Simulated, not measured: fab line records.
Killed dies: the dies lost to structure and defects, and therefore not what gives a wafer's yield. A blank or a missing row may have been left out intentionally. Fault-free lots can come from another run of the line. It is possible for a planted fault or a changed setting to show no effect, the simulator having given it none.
Matching of chambers :: flow sky130 :: SKY_VIA1_ETCH_15 on rie diel-03 has 4 sister chambers
The step etches SiO2 in C4F8/O2/Ar, stops on TiN, target depth 351 nm, time 54 s. 8 wafers are shown with their chamber, then 10 later ones without.

EACH WAFER AND ITS CHAMBER
wafer: L080.1
chamber: 3
rf fwd power W (W): 1488
bias w (W): 1195

wafer: L080.2
chamber: 2
rf fwd power W (W): 1489
bias w (W): 1202

wafer: L082.2
chamber: 2
rf fwd power W (W): 1487
bias w (W): 1202

wafer: L084.2
chamber: 3
rf fwd power W (W): 1478
bias w (W): 1201

wafer: L084.3
chamber: 0
rf fwd power W (W): 1492
bias w (W): 1198

wafer: L084.4
chamber: 1
rf fwd power W (W): 1482
bias w (W): 1199

wafer: L088.1
chamber: 1
rf fwd power W (W): 1486
bias w (W): 1195

wafer: L088.3
chamber: 0
rf fwd power W (W): 1485
bias w (W): 1208

WAFERS MISSING THEIR CHAMBER
wafer: L088.5
rf fwd power W (W): 1481
bias w (W): 1197

wafer: L090.1
rf fwd power W (W): 1486
bias w (W): 1203

wafer: L090.4
rf fwd power W (W): 1477
bias w (W): 1200

wafer: L090.6
rf fwd power W (W): 1474
bias w (W): 1202

wafer: L095.1
rf fwd power W (W): 1489
bias w (W): 1196

wafer: L095.2
rf fwd power W (W): 1479
bias w (W): 1198

wafer: L095.4
rf fwd power W (W): 1498
bias w (W): 1200

wafer: L097.2
rf fwd power W (W): 1486
bias w (W): 1201

wafer: L097.3
rf fwd power W (W): 1483
bias w (W): 1199

wafer: L097.6
rf fwd power W (W): 1477
bias w (W): 1200

CHAMBER TAKEN BY EACH
wafer: L088.5
from the rows above: can't be placed: 3 or 1 or 2 or 0
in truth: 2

wafer: L090.1
from the rows above: can't be placed: 2 or 0 or 3 or 1
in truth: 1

wafer: L090.4
from the rows above: can't be placed: 3 or 1 or 2 or 0
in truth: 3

wafer: L090.6
from the rows above: can't be placed: 3 or 1 or 2 or 0
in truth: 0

wafer: L095.1
from the rows above: can't be placed: 1 or 3 or 2 or 0
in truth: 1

wafer: L095.2
from the rows above: can't be placed: 3 or 1 or 2 or 0
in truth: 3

wafer: L095.4
from the rows above: can't be placed: 0 or 2 or 1 or 3
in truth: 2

wafer: L097.2
from the rows above: can't be placed: 2 or 0 or 3 or 1
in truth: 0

wafer: L097.3
from the rows above: can't be placed: 3 or 1 or 2 or 0
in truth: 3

wafer: L097.6
from the rows above: can't be placed: 3 or 1 or 2 or 0
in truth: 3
Correct placement for 0 of the 10. Cannot be placed on the basis of these rows: 10; the candidates contain the true chamber in 10. 0 placed wrongly.
How it was worked out, from the rows above alone: a wafer's distance from a chamber is the root of the sum, over the readings, of the square of ((its reading less the chamber's mean) divided by the reading's scatter). If the next closest chamber is less than 2 further off than the closest, the wafer can't be placed; otherwise it belongs to the closest. For every chamber, the mean is computed from those of its wafers that are shown. The scatter: take each reading less its chamber's mean, square it, sum over the shown wafers, divide by the number of wafers less the number of chambers, and take the root.
